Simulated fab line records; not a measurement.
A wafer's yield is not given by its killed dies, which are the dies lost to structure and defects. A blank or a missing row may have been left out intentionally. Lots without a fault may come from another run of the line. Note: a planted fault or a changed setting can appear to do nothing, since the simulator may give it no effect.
Code-filled problem report in 8D (eight disciplines) form / flow sky130 / the parts of the form that need people (team, actions taken, sign-off) are left out

== 1. WHAT WENT WRONG ==
At SKY_VIA4_SPUTTER_17, chamber pressure pa averages 5.148 Pa over 3 wafers from 2 lots, while fault-free wafers read 5.000 Pa, standard deviation 0.01. That is +15 standard deviations from the usual mean.
The step: material TiN, target thk 20 nm, time 80 s.
First observed at day 47 20:34: wafer L286.2, on pvd sputter-01. At this step, 18 wafers from 6 lots have a number in the record. By rule, "out" or "out of limits" means more than 4 standard deviations away from the usual mean. Any other wafer with a number is counted as sound.

== 2. WHAT IT IS, AND WHAT IT ISN'T ==
question=which readings at this step | is=chamber pressure pa | is not=throttle valve pct
question=which lots | is=L286, L287 | is not=L270, L277, L278, L279
question=which wafers of those lots | is=L286.2, L287.3, L287.6 | is not=L286.1, L286.5, L287.2
question=read on which tools | is=pvd sputter-01 | is not=pvd sputter-03
question=when | is=from day 47 20:34 | is not=up to then (14 sound wafers); but 1 sound wafer of L287 came after

== 3. WHAT RULES OUT EACH SUSPECT ==
Counting: a tool at a process step up to the reading stays a suspect if it ran every lot that is out. Sound lots after the first of them don't rule it out here, since some wafers of a struck lot are sound.
- pvd sputter-01 at SKY_VIA4_SPUTTER_17 (material TiN, target thk 20 nm, time 80 s): kept. Every lot that is out went through it, the first being L286 (day 47 20:34); the last sound lot it ran before that was L277 (day 45 12:08). Out on those wafers are its own readings of chamber pressure pa.
After counting, what remains is pvd sputter-01 at SKY_VIA4_SPUTTER_17.

== 4. THE CAUSE (what the simulator had put in) ==
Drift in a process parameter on pvd sputter-01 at SKY_VIA4_SPUTTER_17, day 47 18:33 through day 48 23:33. Setting chamber pressure pa, moved by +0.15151, from 5. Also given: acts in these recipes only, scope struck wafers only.
The count eliminated every tool but this one.

== 5. SEQUENCE OF EFFECTS, ordered by route ==
One row per reading whose mean, taken over the struck wafers that have a number, lies over 3 standard deviations from the usual. Readings are gone through only where the record gives a usual standard deviation; hours: the median, over the lots, of the time from a lot's start at the first step in this table giving one to that lot's start at this step; sigmas: the change measured in usual standard deviations.
hours=0; step=SKY_VIA4_SPUTTER_17; reading=chamber pressure pa; usual=5.000 Pa; on struck wafers=5.148; change=+0.148; sigmas=+15
The process steps in it:
- SKY_VIA4_SPUTTER_17: material TiN, target thk 20 nm, time 80 s.

== 6. WHAT WOULD HAVE CAUGHT IT SOONER ==
In this record the first reading out of limits was taken at day 47 20:34, 2 hours after the fault began at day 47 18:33.
